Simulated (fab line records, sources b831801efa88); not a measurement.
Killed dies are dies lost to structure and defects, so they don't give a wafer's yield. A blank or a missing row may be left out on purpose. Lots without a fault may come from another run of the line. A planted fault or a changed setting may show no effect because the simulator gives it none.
Problem report in the 8D (eight disciplines) form, filled by code | flow gf180mcu | the parts of the form that need people (team, actions taken, sign-off) are left out

1. THE PROBLEM
cd_nm at GF_STI_CD_MEAS_12 reads a mean of 242.5 nm on 9 wafers of 3 lots; wafers without a fault read 220.0 nm with a standard deviation of 1. That is +23 standard deviations from the usual mean.
The step: target cd 220 nm.
First seen on wafer L866.2, day 5 17:26, on cd_sem-01. The record holds 21 wafers of 7 lots with a number at this step. Rule for "out", or "out of limits": more than 4 standard deviations from the usual mean. The other wafers with a number count as sound.

2. WHAT IT IS AND WHAT IT IS NOT
question                    | is                     | is not
which readings at this step | cd_nm                  | -
which lots                  | L866, L869, L871       | L859, L864, L865, L868
which wafers of those lots  | all that have a number | -
read on which gauges        | cd_sem-01              | cd_sem-02
when                        | from day 5 17:26       | up to then (9 sound wafers); but 3 sound wafers of L868 came after

3. SUSPECTS, AND WHAT RULES EACH OUT
Counting: a tool at a process step up to the reading stays a suspect if it ran every lot that is out and no sound lot after the first of them.
- the gauge at GF_STI_CD_MEAS_12: ruled out. All the wafers that are out were read on cd_sem-01, but those of them that GF_STI_SOFTBAKE_08 has rows for are out there too, on other tools.
- litho_track-02 at GF_STI_SOFTBAKE_08 (time 60 s): kept. It ran every lot that is out, first L866 (day 5 09:53), and no sound lot after that; its last sound lot up to then is L864 (day 4 23:45). Its own readings are out on those wafers: heater_power_total_W, plate_temp_C.
- litho_track-03 at GF_STI_DEVELOP_11 (develop time 60 s): ruled out as a lasting fault. Sound lots L868 ran on it after its first lot that is out, L866 (day 5 17:17).
Left after counting: litho_track-02 at GF_STI_SOFTBAKE_08.

4. THE CAUSE (what the simulator had put in)
Process parameter drift: litho_track-02, from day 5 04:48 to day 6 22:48, at GF_STI_SOFTBAKE_08. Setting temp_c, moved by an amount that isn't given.
Counting left only this tool.

5. THE CHAIN OF EFFECTS, in route order
Each row: a reading whose mean over the struck wafers that have a number lies more than 3 standard deviations from the usual. Only readings for which the record gives a usual standard deviation are gone through. hours: the time from each lot's start at the first step in this table that gives one to its start at this step, as a median over the lots. sigmas: the change in usual standard deviations.
hours | step               | reading                  | usual    | on struck wafers | change | sigmas
0     | GF_STI_SOFTBAKE_08 | heater_power_total_W     | 93.05 W  | 80.60            | -12.45 | -99 or more
0     | GF_STI_SOFTBAKE_08 | plate_temp_C             | 130.02 C | 116.68           | -13.34 | -95
8     | GF_STI_CD_MEAS_12  | cd_nm                    | 220.0 nm | 242.5            | +22.5  | +23
8     | GF_STI_STRIP_15    | strip_time_to_endpoint_s | 3.72 s   | 3.85             | +0.13  | +3.4
The process steps in it:
- GF_STI_SOFTBAKE_08: time 60 s.
- GF_STI_STRIP_15: strips in O2/N2.

6. WHAT WOULD HAVE CAUGHT IT SOONER
In this record the first reading out of limits at a measuring or inspecting step was taken at day 5 17:26, 13 hours after the fault began at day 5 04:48.
The tool's own readings at GF_STI_SOFTBAKE_08 were out on every struck wafer that the step has a row for (heater_power_total_W, plate_temp_C): an alarm limit on them would have fired on the first of those.
Of the lots that are out (3), L869, L871 began GF_STI_SOFTBAKE_08 on litho_track-02 after day 5 17:26. A hold on the tool at that time would have spared those 2.
